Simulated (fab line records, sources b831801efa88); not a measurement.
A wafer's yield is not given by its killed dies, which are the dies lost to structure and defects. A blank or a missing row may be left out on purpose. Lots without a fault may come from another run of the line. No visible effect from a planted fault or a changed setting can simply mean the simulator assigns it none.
Chamber matching ; flow sky130 ; SKY_VIA1_ETCH_15 on rie_diel-02: 4 sister chambers
The step etches SiO2 in C4F8/O2/Ar, stops on TiN, target depth 351 nm, time 54 s. 4 wafers are shown with their chamber, then 10 later ones without.

WAFERS, EACH WITH ITS CHAMBER
wafer;chamber;oes_product_au (a.u.)
L091.3;2;0.984
L091.6;0;0.973
L092.1;3;0.974
L092.3;1;0.968

WAFERS WITHOUT THEIR CHAMBER
wafer;oes_product_au (a.u.)
L092.6;0.991
L093.1;0.987
L093.4;0.986
L093.5;0.978
L094.1;0.980
L094.2;0.986
L094.3;0.976
L097.1;0.980
L097.4;0.975
L097.6;0.978

CHAMBER TAKEN BY EACH
wafer;from the rows above;in truth
L092.6;2;2
L093.1;2;2
L093.4;2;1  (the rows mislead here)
L093.5;can't be placed: 3 or 0 or 2 or 1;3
L094.1;can't be placed: 2 or 3 or 0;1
L094.2;2;2
L094.3;can't be placed: 3 or 0 or 1 or 2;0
L097.1;can't be placed: 2 or 3 or 0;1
L097.4;can't be placed: 3 or 0 or 1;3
L097.6;can't be placed: 3 or 0 or 2 or 1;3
3 of 10 placed correctly. From these rows, 6 cannot be placed; in 4 the true chamber is one of the candidates. Placed wrongly: 1.
How it was worked out, from the rows above alone: a wafer's distance from a chamber is the root of the sum, over the readings, of the square of ((its reading less the chamber's mean) divided by the reading's scatter). The wafer belongs to the nearest chamber; if the next one is less than 2 further off, it can't be placed. A chamber's mean is the mean of its shown wafers. The scatter: root of mean squared gap, hidden wafer to nearest shown wafer, with one shown wafer a chamber.
